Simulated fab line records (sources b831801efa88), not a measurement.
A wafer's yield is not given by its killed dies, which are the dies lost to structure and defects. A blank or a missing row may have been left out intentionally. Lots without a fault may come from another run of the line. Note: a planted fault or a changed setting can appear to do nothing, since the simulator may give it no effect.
The tool behind it: which one?	flow gf180mcu	Sampling: 11 lots, 32 wafers, 6 of 602 route steps

== WHAT THE GAUGES READ, wafer by wafer ==
GF_CONTACT_THK_MEAS_01. Usual: for CONTACT_CVD_00_THK the level is 301 nm and the standard deviation is 3.3.
lot	measured	on	CONTACT_CVD_00_THK (nm)	flag
L542	day 16 17:10	film metro-01	302 300 299	
L544	day 17 02:58	film metro-04	300 303 298	
L545	day 17 07:17	film metro-02	306 300 303	
L546	day 18 03:22	film metro-04	302 302 305	
L547	day 18 07:23	film metro-01	303 302 301	
L548	day 18 19:44	film metro-02	305 303 307	
L549	day 19 01:21	film metro-01	307 306 307	
L550	day 19 14:39	film metro-01	295 300 303	
L551	day 20 07:49	film metro-02	303 303	
L554	day 21 02:43	film metro-04	303 303 307	
L561	day 22 21:57	film metro-04	302 302 300	

GF_V1_RS_MEAS_24: measures by four-point-probe. Usual: for V1_W_RS the level is 0.326 ohm/sq and the standard deviation is 0.0035.
lot	measured	on	V1_W_RS (ohm/sq)	flag
L542	day 19 21:02	film metro-04	0.335 0.332 0.329	
L544	day 20 06:59	film metro-03	0.323 0.322 0.324	
L545	day 20 11:14	film metro-03	0.327 0.323 0.323	
L546	day 21 08:19	film metro-04	0.323 0.326 0.322	
L547	day 21 10:55	film metro-04	0.329 0.329 0.325	
L548	day 21 23:42	film metro-03	0.328 0.323 0.324	
L549	day 22 06:13	film metro-01	0.326 0.327 0.325	
L550	day 22 18:35	film metro-04	0.562 0.576 0.327 0.563 0.576 0.327	OFF
L551	day 23 10:13	film metro-03	0.564 0.326 0.567 0.327	OFF
L554	day 24 05:52	film metro-04	0.575 0.327 0.578 0.574 0.326 0.577	OFF
L561	day 25 21:05	film metro-01	0.326 0.330 0.337	

GF_V1_THK_MEAS_25: measures by xrf. Usual: for V1_W_THK the level is 354 nm and the standard deviation is 4.3.
lot	measured	on	V1_W_THK (nm)	flag
L542	day 19 21:10	film metro-04	344 345 353	
L544	day 20 07:05	film metro-03	354 352 352	
L545	day 20 11:22	film metro-03	349 354 353	
L546	day 21 08:25	film metro-04	363 353 359	
L547	day 21 11:01	film metro-04	350 349 357	
L548	day 21 23:49	film metro-03	346 351 350	
L549	day 22 06:20	film metro-01	356 354 358	
L550	day 22 20:53	film metro-04	206 202 356 206 202 351	OFF
L551	day 23 14:26	film metro-03	206 359 205 356	OFF
L554	day 24 14:24	film metro-04	203 354 201 202 355 201	OFF
L561	day 25 21:12	film metro-01	358 353 348	

== EACH LOT AND THE TOOL THAT RAN IT (in order: tool; ch and the chambers of the sampled wafers; start) ==
lot	GF_CONTACT_CMP_27	GF_M1_SPUTTER_04	GF_V1_CVD_23
L542	cmp-02 ch 0,1,2, day 17 17:59	pvd sputter-01, day 17 18:25	cvd w-01 ch 0,1, day 19 20:55
L544	cmp-02 ch 1,3, day 18 03:37	pvd sputter-03, day 18 04:06	cvd w-02 ch 0,1, day 20 06:52
L545	cmp-02 ch 1,2,3, day 18 07:53	pvd sputter-01, day 18 08:16	cvd w-02 ch 0,1, day 20 11:08
L546	cmp-01 ch 1,2, day 19 05:19	pvd sputter-01, day 19 05:47	cvd w-02 ch 0, day 21 08:11
L547	cmp-01 ch 2,3, day 19 08:31	pvd sputter-03, day 19 08:57	cvd w-02 ch 0,1, day 21 10:47
L548	cmp-01 ch 1,2,3, day 19 21:37	pvd sputter-03, day 19 22:00	cvd w-01 ch 0,1, day 21 23:35
L549	cmp-02 ch 0,1,2, day 20 03:26	pvd sputter-03, day 20 03:46	cvd w-02 ch 0,1, day 22 06:06
L550	cmp-01 ch 1,3, day 20 15:59	pvd sputter-01, day 20 16:25	cvd w-02 ch 0,1, day 22 18:29
L551	cmp-01 ch 0,3, day 21 08:44	pvd sputter-04, day 21 09:07	cvd w-02 ch 1, day 23 10:02
L554	cmp-02 ch 0,2,3, day 22 04:43	pvd sputter-04, day 22 05:08	cvd w-02 ch 0,1, day 24 05:42
L561	cmp-01 ch 2,3, day 23 22:13	pvd sputter-04, day 23 22:38	cvd w-01 ch 0,1, day 25 20:58
- GF_CONTACT_CMP_27: polishes, stops on SiO2, t overpolish 15 s, target thk 0 nm.
- GF_M1_SPUTTER_04: material TiN, target thk 50 nm, time 41.7 s.
- GF_V1_CVD_23: deposits W, target thk 350 nm, time 105.05 s.

== WHAT THE TOOLS THEMSELVES READ (means of the sampled wafers that have a number; where no wafer has one, the mark that the record gives instead) ==
GF_CONTACT_CMP_27. Usual: head pressure psi 3.500 psi, standard deviation 0.0072; motor current A 11.5 A, standard deviation 1.4; overpolish run s 14.999 s, standard deviation 0.0085; time to endpoint s 72 s, standard deviation 3.6.
lot	tool	head pressure psi (psi)	motor current A (A)	overpolish run s (s)	time to endpoint s (s)	flag
L542	cmp-02	3.499	10.9	14.994	72	
L544	cmp-02	3.504	11.8	14.997	76	
L545	cmp-02	3.497	11.2	15.003	76	
L546	cmp-01	3.499	12.1	15.001	68	
L547	cmp-01	3.493	10.1	15.003	72	
L548	cmp-01	3.501	11.3	14.996	69	
L549	cmp-02	3.498	11.3	15.002	70	
L550	cmp-01	3.499	10.6	14.991	69	
L551	cmp-01	3.495	10.6	15.002	76	
L554	cmp-02	3.498	11.8	15.002	72	
L561	cmp-01	3.497	11.2	15.000	74	

GF_M1_SPUTTER_04. Usual: throttle valve pct 29.7 %, standard deviation 1.2.
lot	tool	throttle valve pct (%)	flag
L542	pvd sputter-01	29.1	
L544	pvd sputter-03	30.6	
L545	pvd sputter-01	29.5	
L546	pvd sputter-01	29.4	
L547	pvd sputter-03	30.6	
L548	pvd sputter-03	29.4	
L549	pvd sputter-03	30.5	
L550	pvd sputter-01	29.6	
L551	pvd sputter-04	30.0	
L554	pvd sputter-04	29.6	
L561	pvd sputter-04	29.8	

GF_V1_CVD_23. Usual: heater power w 868 W, standard deviation 29.
lot	tool	heater power w (W)	flag
L542	cvd w-01	826	
L544	cvd w-02	882	
L545	cvd w-02	874	
L546	cvd w-02	873	
L547	cvd w-02	875	
L548	cvd w-01	825	
L549	cvd w-02	876	
L550	cvd w-02	878	
L551	cvd w-02	882	
L554	cvd w-02	874	
L561	cvd w-01	813	

== THE ANSWER, worked out from the rows above alone ==
Rule: a lot counts as off when the mean over its wafers that have a number is more than 3 standard deviations away from the usual mean. Also off: a lot with no number at a reading for which 4 or more lots have one. Where the step has rows for the other lots, those lots are counted as sound. First the gauges in route order, then the tools' own readings, where a lot's mean is used as printed above. At the first step where some lot is off, the reading lying furthest off is the one used; lots without a number count as furthest.
Off: at GF_V1_RS_MEAS_24 (V1_W_RS), L550, L551, L554.
A tool fits if, at a process step before that reading, it ran every lot that is off, and no sound lot after the first of them. Gauges at GF_V1_RS_MEAS_24: tried the same way as those tools. One fits: GF_V1_CVD_23 on cvd w-02. A fault onset in the window from L549 (day 22 06:06, its last sound lot) to L550 (day 22 18:29, its first lot off) fits.

== WHAT WAS PUT IN BY THE SIMULATOR ==
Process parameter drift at GF_V1_CVD_23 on cvd w-02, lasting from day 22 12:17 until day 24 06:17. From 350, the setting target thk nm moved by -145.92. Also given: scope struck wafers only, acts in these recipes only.
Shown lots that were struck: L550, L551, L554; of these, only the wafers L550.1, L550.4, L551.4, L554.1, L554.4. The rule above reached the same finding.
